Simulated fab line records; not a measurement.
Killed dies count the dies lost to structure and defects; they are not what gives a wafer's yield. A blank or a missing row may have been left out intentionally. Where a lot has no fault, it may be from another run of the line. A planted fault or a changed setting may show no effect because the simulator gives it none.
fab line records -- flow gf180mcu
[record] lots = 5, wafers = 15, lastDay = 34
route steps=602 shown TOP_METAL@580 PASSIVATION@587
lots that met no fault: from a run of the same line without faults
startH: the number of hours between the record's first day and the start of the first shown wafer of the lot -- waitH: hours since the lot's step before -- " same as the row above -- L1.1+2: one row covering several wafers at once -- - no value, or no start given -- * or withheld: withheld -- < > ~ a bound
route shown NAME@n: a module of which the file shows steps, and the number in the route of the first -- usual: average and standard deviation across the fault-free wafers -- same: alike in all rows -- chamber/n: place in a boat -- sites: each site's reading -- _std_site: how widely they spread, as a standard deviation -- _edge_site: inner sites' mean taken away from outer sites' mean -- radiusMm: for every site, how far away it sits from the centre of the wafer -- mask NAME#n: copy n -- behind: the last tool/chamber to shape the wafer -- hold: cause of the lot's hold/its duration in hours/its outcome -- device: names the non-switching transistor (n, p or np) -- end of line: tests of these same wafers at the route's end -- where a step has no rows: the recipe by itself -- killed: dies lost to structure and defects at the first sort, not the wafer's yield -- map: dies across one wafer; x = killed, . = not, _ = none there
set.NAME: setting as actually run; set.NAME@STEP: the setting as run at that earlier step -- model.NAME: the simulator's own value behind a step, which no gauge read
certain route steps with their lots: each step a table, each wafer a row
services: the hour from which a tool's chamber was out of use, counted from the record's first day as startH (under 0 if before that day), plus the number of hours and why
[[steps]]
[step GF_TOP_METAL_DEVELOP_13]
[recipe] developTimeS = 60, devTempC = 23
lot.wafer,tool,chamber,startH,waitH
L077.1+3+4,lithoTrack-04,0,668.04,0.1
L078.2+4+5,lithoTrack-02,0,677.09,0.1
L089.1+3+5,lithoTrack-01,0,754.01,0.1
L094.1+5+6,lithoTrack-01,0,783.26,0.1
L097.3+4+5,lithoTrack-01,0,799.56,0.1
[step GF_TOP_METAL_CD_MEAS_14]
[recipe] targetCdNm = 440
[usual] cdNm = 439.9/2
lot.wafer,tool,chamber,startH,waitH,cdNm
L077.1,cdSem-01,-,668.19,0.1,441.0
L077.3,cdSem-01,-,668.19,0.1,442.1
L077.4,cdSem-01,-,668.19,0.1,437.7
L078.2,cdSem-02,-,677.23,0.1,439.8
L078.4,cdSem-02,-,677.23,0.1,439.4
L078.5,cdSem-02,-,677.23,0.1,437.7
L089.1,cdSem-01,-,754.16,0.1,440.9
L089.3,cdSem-01,-,754.16,0.1,438.1
L089.5,cdSem-01,-,754.16,0.1,439.0
L094.1,cdSem-01,-,783.41,0.1,437.3
L094.5,cdSem-01,-,783.41,0.1,438.6
L094.6,cdSem-01,-,783.41,0.1,436.3
L097.3,cdSem-01,-,799.70,0.1,441.1
L097.4,cdSem-01,-,799.70,0.1,440.4
L097.5,cdSem-01,-,799.70,0.1,439.6
[step GF_TOP_METAL_OVL_MEAS_15]
[usual] TOP_METAL_OVL = 0.6/1.4
lot.wafer,tool,chamber,startH,waitH,TOP_METAL_OVL[nm]
L077.1,overlay-02,-,668.31,0.1,1.6
L077.3,overlay-02,-,668.31,0.1,0.8
L077.4,overlay-02,-,668.31,0.1,1.9
L078.2,overlay-02,-,677.34,0.1,-2.1
L078.4,overlay-02,-,677.34,0.1,-1.3
L078.5,overlay-02,-,677.34,0.1,-2.6
L089.1,overlay-02,-,754.28,0.1,-0.8
L089.3,overlay-02,-,754.28,0.1,0.7
L089.5,overlay-02,-,754.28,0.1,0.0
L094.1,overlay-02,-,783.53,0.1,2.2
L094.5,overlay-02,-,783.53,0.1,1.4
L094.6,overlay-02,-,783.53,0.1,2.2
L097.3,overlay-02,-,799.80,0.1,0.9
L097.4,overlay-02,-,799.80,0.1,1.8
L097.5,overlay-02,-,799.80,0.1,2.1
[step GF_TOP_METAL_METAL_ETCH_16]
[recipe] chemistry = Cl2/BCl3, maskMaterial = NOVOLAK, targetDepthNm = 1077.5, stopOn = SiO2, pressureMtorr = 8, icpW = 800, biasW = 140, Cl2_flow_sccm = 80, bcl3FlowSccm = 40, timeS = 179.6
[usual] drypumpMotorCurrentA = 5.9/0.53, oesProductAu = 0.966/0.0073, throttleValvePct = 28.256/0.011
lot.wafer,tool,chamber,startH,waitH,drypumpMotorCurrentA,oesProductAu,rfHoursCounterH,throttleValvePct
L077.1,rieMetal-02,0,668.34,0.0,5.1,0.967,8,28.264
L077.3,rieMetal-02,1,668.34,0.0,5.8,0.971,-,28.236
L077.4,rieMetal-02,0,668.34,0.0,5.1,0.971,-,28.255
L078.2,rieMetal-02,1,677.37,0.0,5.8,0.969,6,28.268
L078.4,rieMetal-02,0,677.37,0.0,5.1,0.969,-,28.275
L078.5,rieMetal-02,1,677.37,0.0,5.8,0.976,-,28.241
L089.1,rieMetal-01,0,754.32,0.0,6.2,0.962,1,28.252
L089.3,rieMetal-01,0,754.32,0.0,6.2,0.957,-,28.253
L089.5,rieMetal-01,1,754.32,0.0,5.5,0.956,-,28.263
L094.1,rieMetal-04,0,783.57,0.0,5.6,0.977,10,28.258
L094.5,rieMetal-04,1,783.57,0.0,6.7,0.973,-,28.244
L094.6,rieMetal-04,0,783.57,0.0,5.7,0.973,-,28.250
L097.3,rieMetal-01,1,799.88,0.1,5.5,0.975,-,28.244
L097.4,rieMetal-01,0,799.88,0.1,6.2,0.967,-,28.271
L097.5,rieMetal-01,0,799.88,0.1,6.2,0.964,-,28.260
[step GF_TOP_METAL_STRIP_17]
[recipe] chemistry = O2/N2, powerW = 1400, pressureMtorr = 1500, platenTempC = 250, o2FlowSccm = 3000, n2FlowSccm = 300, overashFraction = 0.5
[usual] drypumpMotorCurrentA = 5.96/0.29, heaterPowerW = 342/36, oesProductAu = 0.710/0.0042, platenTempC = 250.01/0.17, stripTimeToEndpointS = 13.47/0.11
lot.wafer,tool,chamber,startH,waitH,drypumpMotorCurrentA,heaterPowerW,oesProductAu,platenTempC,rfHoursCounterH,stripTimeToEndpointS
L077.1,plasmaAsher-03,0,668.52,0.1,5.96,286,0.706,250.21,56,13.46
L077.3,plasmaAsher-03,1,668.52,0.1,5.69,311,0.702,250.19,-,13.52
L077.4,plasmaAsher-03,0,668.52,0.1,5.95,292,0.711,250.39,-,13.41
L078.2,plasmaAsher-01,0,677.54,0.1,6.46,377,0.704,250.11,108,13.34
L078.4,plasmaAsher-01,1,677.54,0.1,5.60,377,0.709,250.08,-,13.37
L078.5,plasmaAsher-01,1,677.54,0.1,5.57,383,0.712,250.14,-,13.34
L089.1,plasmaAsher-03,1,754.50,0.1,5.68,313,0.715,249.77,65,13.26
L089.3,plasmaAsher-03,0,754.50,0.1,5.96,289,0.709,249.85,-,13.28
L089.5,plasmaAsher-03,0,754.50,0.1,5.99,283,0.703,249.90,-,13.27
L094.1,plasmaAsher-03,1,783.74,0.1,5.68,321,0.714,249.97,68,13.49
L094.5,plasmaAsher-03,0,783.74,0.1,5.98,293,0.705,249.97,-,13.56
L094.6,plasmaAsher-03,1,783.74,0.1,5.68,314,0.716,249.81,-,13.48
L097.3,plasmaAsher-03,1,800.03,0.1,5.67,317,0.712,250.13,-,13.41
L097.4,plasmaAsher-03,0,800.03,0.1,5.99,294,0.702,249.96,-,13.31
L097.5,plasmaAsher-03,0,800.03,0.1,5.97,296,0.712,250.05,-,13.31
[step GF_TOP_METAL_STRIP_18]
[recipe] chemistry = postEtchResidueRemover, timeS = 1200, tempC = 72.5
lot.wafer,tool,chamber,startH,waitH
L077.1+3+4,wetBench-02,0,668.62,0.1
L078.2+4+5,wetBench-03,3,677.64,0.1
L089.1+3+5,wetBench-03,3,754.60,0.1
L094.1+5+6,wetBench-02,2,783.84,0.1
L097.3+4+5,wetBench-01,2,800.09,0.0
[step GF_TOP_METAL_CLEAN_19]
[recipe] chemistry = DIW, dry = n2Spin
lot.wafer,tool,chamber,startH,waitH
L077.1+3+4,wetBench-03,3,668.96,0.0
L078.2+4+5,wetBench-01,3,677.98,0.0
L089.1+3+5,wetBench-03,2,754.97,0.0
L094.1+5+6,wetBench-01,2,784.22,0.0
L097.3+4+5,wetBench-02,0,800.47,0.0
[step GF_PASSIVATION_CVD_00]
[recipe] material = SiO2, targetThkNm = 1000, precursor = TEOS, tempC = 400, timeS = 111.95, rfW = 600
[usual] heaterPowerW = 642/81
lot.wafer,tool,chamber,startH,waitH,heaterPowerW
L077.1,pecvd-01,0,669.07,0.0,732
L077.3,pecvd-01,1,669.07,0.0,830
L077.4,pecvd-01,0,669.07,0.0,601
L078.2,pecvd-02,1,678.07,0.0,603
L078.4,pecvd-02,1,678.07,0.0,482
L078.5,pecvd-02,2,678.07,0.0,610
L089.1,pecvd-01,0,755.07,0.0,740
L089.3,pecvd-01,1,755.07,0.0,801
L089.5,pecvd-01,0,755.07,0.0,607
L094.1,pecvd-04,2,784.31,0.0,773
L094.5,pecvd-04,1,784.31,0.0,595
L094.6,pecvd-04,0,784.31,0.0,632
L097.3,pecvd-02,2,800.58,0.0,629
L097.4,pecvd-02,1,800.58,0.0,594
L097.5,pecvd-02,0,800.58,0.0,680
[step GF_PASSIVATION_THK_MEAS_01]
[recipe] reads = SiO2_of_PASSIVATION_CVD_00
[usual] PASSIVATION_CVD_00_THK = 1002/13
lot.wafer,tool,chamber,startH,waitH,PASSIVATION_CVD_00_THK[nm]
L077.1,filmMetro-03,-,669.15,0.0,999
L077.3,filmMetro-03,-,669.15,0.0,1006
L077.4,filmMetro-03,-,669.15,0.0,1012
L078.2,filmMetro-03,-,678.16,0.0,994
L078.4,filmMetro-03,-,678.16,0.0,1015
L078.5,filmMetro-03,-,678.16,0.0,1004
L089.1,filmMetro-04,-,755.17,0.1,978
L089.3,filmMetro-04,-,755.17,0.1,986
L089.5,filmMetro-04,-,755.17,0.1,1012
L094.1,filmMetro-03,-,784.39,0.0,1003
L094.5,filmMetro-03,-,784.39,0.0,1018
L094.6,filmMetro-03,-,784.39,0.0,1007
L097.3,filmMetro-01,-,800.68,0.1,993
L097.4,filmMetro-01,-,800.68,0.1,1018
L097.5,filmMetro-01,-,800.68,0.1,1021
[step GF_PASSIVATION_CVD_02]
[recipe] material = Si3N4, targetThkNm = 700, timeS = 486.18, tempC = 400, rfW = 450
[usual] heaterPowerW = 729/82
lot.wafer,tool,chamber,startH,waitH,heaterPowerW
L077.1,pecvd-04,2,669.21,0.1,794
L077.3,pecvd-04,1,669.21,0.1,788
L077.4,pecvd-04,1,669.21,0.1,798
L078.2,pecvd-01,1,678.21,0.0,837
L078.4,pecvd-01,2,678.21,0.0,740
L078.5,pecvd-01,1,678.21,0.0,865
L089.1,pecvd-02,0,755.23,0.1,702
L089.3,pecvd-02,1,755.23,0.1,580
L089.5,pecvd-02,2,755.23,0.1,674
L094.1,pecvd-01,1,784.45,0.1,873
L094.5,pecvd-01,2,784.45,0.1,773
L094.6,pecvd-01,1,784.45,0.1,788
L097.3,pecvd-04,2,800.72,0.0,719
L097.4,pecvd-04,2,800.72,0.0,772
L097.5,pecvd-04,1,800.72,0.0,808
[step GF_PASSIVATION_THK_MEAS_03]
[recipe] reads = Si3N4_of_PASSIVATION_CVD_02
[usual] PASSIVATION_CVD_02_THK = 695/8.2
lot.wafer,tool,chamber,startH,waitH,PASSIVATION_CVD_02_THK[nm]
L077.1,filmMetro-03,-,669.54,0.2,683
L077.3,filmMetro-03,-,669.54,0.2,700
L077.4,filmMetro-03,-,669.54,0.2,711
L078.2,filmMetro-01,-,678.51,0.2,683
L078.4,filmMetro-01,-,678.51,0.2,697
L078.5,filmMetro-01,-,678.51,0.2,697
L089.1,filmMetro-04,-,755.51,0.1,692
L089.3,filmMetro-04,-,755.51,0.1,695
L089.5,filmMetro-04,-,755.51,0.1,706
L094.1,filmMetro-01,-,784.88,0.3,686
L094.5,filmMetro-01,-,784.88,0.3,703
L094.6,filmMetro-01,-,784.88,0.3,693
L097.3,filmMetro-04,-,801.02,0.2,673
L097.4,filmMetro-04,-,801.02,0.2,693
L097.5,filmMetro-04,-,801.02,0.2,694
[step GF_PASSIVATION_DEHYDRATE_04]
[recipe] tempC = 200, timeS = 60
lot.wafer,tool,chamber,startH,waitH
L077.1+3+4,lithoTrack-04,0,678.44,8.9
L078.2+4+5,lithoTrack-04,0,687.76,9.2
L089.1+3+5,lithoTrack-03,0,763.10,7.6
L094.1+5+6,lithoTrack-03,0,791.95,7.1
L097.3+4+5,lithoTrack-02,0,808.06,7.0
[step GF_PASSIVATION_HMDS_05]
[recipe] primeTimeS = 60, primeTempC = 120
[usual] primeTempC = 119.99/0.14
lot.wafer,tool,chamber,startH,waitH,primeTempC
L077.1,lithoTrack-04,0,678.59,0.1,119.82
L077.3,lithoTrack-04,0,678.59,0.1,119.99
L077.4,lithoTrack-04,0,678.59,0.1,120.00
L078.2,lithoTrack-04,0,687.91,0.1,120.01
L078.4,lithoTrack-04,0,687.91,0.1,119.96
L078.5,lithoTrack-04,0,687.91,0.1,119.94
L089.1,lithoTrack-03,0,763.25,0.1,119.97
L089.3,lithoTrack-03,0,763.25,0.1,120.00
L089.5,lithoTrack-03,0,763.25,0.1,120.05
L094.1,lithoTrack-03,0,792.10,0.1,119.74
L094.5,lithoTrack-03,0,792.10,0.1,119.94
L094.6,lithoTrack-03,0,792.10,0.1,119.93
L097.3,lithoTrack-02,0,808.21,0.1,119.75
L097.4,lithoTrack-02,0,808.21,0.1,119.88
L097.5,lithoTrack-02,0,808.21,0.1,119.67
[step GF_PASSIVATION_COAT_06]
[recipe] spinRpm = 2000, resistThkNm = 4000
lot.wafer,tool,chamber,startH,waitH
L077.1+3+4,lithoTrack-04,0,678.74,0.1
L078.2+4+5,lithoTrack-04,0,688.06,0.1
L089.1+3+5,lithoTrack-03,0,763.40,0.1
L094.1+5+6,lithoTrack-03,0,792.25,0.1
L097.3+4+5,lithoTrack-02,0,808.36,0.1
[step GF_PASSIVATION_SOFTBAKE_07]
[recipe] tempC = 110, timeS = withheld
lot.wafer,tool,chamber,startH,waitH
L077.1+3+4,lithoTrack-04,0,678.89,0.1
L078.2+4+5,lithoTrack-04,0,688.22,0.1
L089.1+3+5,lithoTrack-03,0,763.55,0.1
L094.1+5+6,lithoTrack-03,0,792.40,0.1
L097.3+4+5,lithoTrack-02,0,808.53,0.1
[step GF_PASSIVATION_EXPOSE_08]
[recipe] maskId = Pad, targetCdNm = 40000, na = 0.57, doseMj = 310
lot.wafer,tool,chamber,startH,waitH,mask
L077.1+3+4,ilineStepper-02,0,-,-,Pad#0
L078.2+4+5,ilineStepper-01,0,-,-,Pad#0
L089.1+3+5,ilineStepper-01,0,-,-,Pad#0
L094.1+5+6,ilineStepper-01,0,-,-,Pad#0
L097.3+4+5,ilineStepper-01,0,-,-,Pad#0
[step GF_PASSIVATION_PEB_09]
[recipe] tempC = 115, timeS = withheld
lot.wafer,tool,chamber,startH,waitH
L077.1+3+4,lithoTrack-03,0,-,-
L078.2+4+5,lithoTrack-03,0,-,-
L089.1+3+5,lithoTrack-02,0,-,-
L094.1+5+6,lithoTrack-04,0,-,-
L097.3+4+5,lithoTrack-03,0,-,-
[step GF_PASSIVATION_DEVELOP_10]
[recipe] developTimeS = 60, devTempC = 23
lot.wafer,tool,chamber,startH,waitH
L077.1+3+4,lithoTrack-03,0,-,-
L078.2+4+5,lithoTrack-03,0,-,-
L089.1+3+5,lithoTrack-02,0,-,-
L094.1+5+6,lithoTrack-04,0,-,-
L097.3+4+5,lithoTrack-03,0,-,-
[step GF_PASSIVATION_ETCH_11]
[recipe] chemistry = CF4/O2, targetDepthNm = 1800, stopOn = TiN, sourceW = 800, biasW = 150, pressureMtorr = 150, cf4FlowSccm = 80, O2_flow_sccm = 10, timeS = 400
[usual] drypumpMotorCurrentA = 5.7/0.43, oesProductAu = 0.962/0.0074, throttleValvePct = 5.960/0.009
lot.wafer,tool,chamber,startH,waitH,drypumpMotorCurrentA,oesProductAu,rfHoursCounterH,throttleValvePct
L077.1,rieDiel-01,3,688.35,-,5.1,0.954,32,5.953
L077.3,rieDiel-01,1,688.35,-,6.0,0.971,45,5.965
L077.4,rieDiel-01,0,688.35,-,6.5,0.965,8,5.969
L078.2,rieDiel-01,3,697.75,-,5.1,0.958,33,5.966
L078.4,rieDiel-01,0,697.75,-,6.5,0.963,8,5.959
L078.5,rieDiel-01,0,697.75,-,6.5,0.954,-,5.951
L089.1,rieDiel-02,1,771.31,-,5.9,0.953,13,5.946
L089.3,rieDiel-02,3,771.31,-,6.0,0.962,6,5.963
L089.5,rieDiel-02,3,771.31,-,6.0,0.975,-,5.957
L094.1,rieDiel-01,2,799.83,-,5.8,0.962,11,5.967
L094.5,rieDiel-01,0,799.83,-,6.5,0.969,-,5.974
L094.6,rieDiel-01,1,799.83,-,6.0,0.970,-,5.952
L097.3,rieDiel-01,3,815.80,-,5.1,0.951,39,5.956
L097.4,rieDiel-01,2,815.80,-,5.8,0.973,12,5.958
L097.5,rieDiel-01,2,815.80,-,5.8,0.959,-,5.969
[step GF_PASSIVATION_STRIP_12]
[recipe] chemistry = O2/N2, powerW = 1400, pressureMtorr = 1500, platenTempC = 250, o2FlowSccm = 3000, n2FlowSccm = 300, overashFraction = 0.5
[usual] drypumpMotorCurrentA = 5.98/0.3, heaterPowerW = 322/29, oesProductAu = 0.720/0.0045, platenTempC = 250.04/0.16, stripTimeToEndpointS = 34.80/0.27
lot.wafer,tool,chamber,startH,waitH,drypumpMotorCurrentA,heaterPowerW,oesProductAu,platenTempC,rfHoursCounterH,stripTimeToEndpointS
L077.1,plasmaAsher-03,0,688.59,0.1,5.99,299,0.721,250.22,58,34.90
L077.3,plasmaAsher-03,1,688.59,0.1,5.69,322,0.718,249.93,-,35.04
L077.4,plasmaAsher-03,0,688.59,0.1,5.99,290,0.715,250.08,-,34.85
L078.2,plasmaAsher-04,1,697.99,0.1,6.10,297,0.714,250.19,29,35.01
L078.4,plasmaAsher-04,0,697.99,0.1,6.19,313,0.722,250.06,-,35.00
L078.5,plasmaAsher-04,0,697.99,0.1,6.19,317,0.709,249.85,-,34.86
L089.1,plasmaAsher-03,1,771.55,0.1,5.69,313,0.718,249.69,66,34.95
L089.3,plasmaAsher-03,0,771.55,0.1,6.00,296,0.730,250.05,-,35.20
L089.5,plasmaAsher-03,1,771.55,0.1,5.71,316,0.719,249.75,-,35.10
L094.1,plasmaAsher-01,1,800.07,0.1,5.58,348,0.721,249.78,6,34.50
L094.5,plasmaAsher-01,0,800.07,0.1,6.47,350,0.715,250.37,-,34.74
L094.6,plasmaAsher-01,1,800.07,0.1,5.63,347,0.718,250.02,-,34.57
L097.3,plasmaAsher-03,1,816.07,0.2,5.69,316,0.720,250.14,-,34.50
L097.4,plasmaAsher-03,0,816.07,0.2,6.01,292,0.722,249.97,-,34.36
L097.5,plasmaAsher-03,0,816.07,0.2,5.98,286,0.727,249.97,-,34.32
[step GF_PASSIVATION_ANNEAL_13]
[recipe] tempC = 400, timeS = 1800, ambient = N2/H2, idleTempC = 300, rampUpCPerMin = 10, rampDownCPerMin = 3
[usual] zonePowerLowerPct = 4.3/0.38, zonePowerUpperPct = 3.7/0.58
lot.wafer,tool,chamber,startH,waitH,zonePowerLowerPct,zonePowerUpperPct
L077.1,furnace-01,0,688.69,0.1,4.6,3.3
L077.3,furnace-01,0,688.69,0.1,4.6,3.3
L077.4,furnace-01,0,688.69,0.1,4.7,3.3
L078.2,furnace-01,0,698.09,0.1,4.8,3.3
L078.4,furnace-01,0,698.09,0.1,4.6,3.3
L078.5,furnace-01,0,698.09,0.1,4.6,3.3
L089.1,furnace-02,0,771.65,0.1,3.9,4.5
L089.3,furnace-02,0,771.65,0.1,3.8,4.4
L089.5,furnace-02,0,771.65,0.1,3.9,4.5
L094.1,furnace-01,0,800.17,0.1,4.6,3.3
L094.5,furnace-01,0,800.17,0.1,4.7,3.3
L094.6,furnace-01,0,800.17,0.1,4.6,3.3
L097.3,furnace-02,0,816.14,0.0,3.9,4.6
L097.4,furnace-02,0,816.14,0.0,3.8,4.4
L097.5,furnace-02,0,816.14,0.0,3.8,4.5
[step GF_PASSIVATION_BOW_MEAS_14]
[recipe] mode = bow
[usual] PASSIVATION_BOW = 137/8.6
lot.wafer,tool,chamber,startH,waitH,PASSIVATION_BOW[um]
L077.1,filmMetro-03,-,690.19,0.0,153
L077.3,filmMetro-03,-,690.19,0.0,138
L077.4,filmMetro-03,-,690.19,0.0,149
L078.2,filmMetro-01,-,699.61,0.0,128
L078.4,filmMetro-01,-,699.61,0.0,127
L078.5,filmMetro-01,-,699.61,0.0,135
L089.1,filmMetro-01,-,773.15,0.0,137
L089.3,filmMetro-01,-,773.15,0.0,144
L089.5,filmMetro-01,-,773.15,0.0,148
L094.1,filmMetro-03,-,801.67,0.0,130
L094.5,filmMetro-03,-,801.67,0.0,145
L094.6,filmMetro-03,-,801.67,0.0,132
L097.3,filmMetro-04,-,817.68,0.0,131
L097.4,filmMetro-04,-,817.68,0.0,138
L097.5,filmMetro-04,-,817.68,0.0,130
[[services]]
tool,chamber,startH,hours,kind
rieMetal-02,-,682.88,1.5,repair
plasmaAsher-03,-,683.28,5.1,repair
pecvd-04,-,693.17,5.6,repair
plasmaAsher-03,-,693.90,7.5,repair
furnace-01,-,706.76,4.3,pm
pecvd-02,-,709.04,2.8,pm
pecvd-04,0,711.25,22.2,repair
pecvd-02,-,712.78,1.5,repair
ilineStepper-01,-,719.50,2.0,repair
furnace-02,-,728.09,2.9,pm
plasmaAsher-01,-,730.90,2.6,repair
rieDiel-01,1,733.25,7.9,repair
plasmaAsher-01,-,733.75,9.0,pm
wetBench-01,-,737.52,1.1,repair
plasmaAsher-03,-,744.11,1.6,repair
pecvd-01,-,747.12,1.0,repair
furnace-02,-,748.16,5.4,pm
rieMetal-01,-,764.69,1.4,pm
pecvd-01,0,767.52,19.6,repair
wetBench-02,-,790.46,2.1,repair
rieMetal-02,-,799.63,1.1,repair
ilineStepper-01,-,801.41,1.7,pm
pecvd-04,-,802.03,2.8,pm
rieDiel-01,1,811.35,3.6,repair
[[key]]
fault none
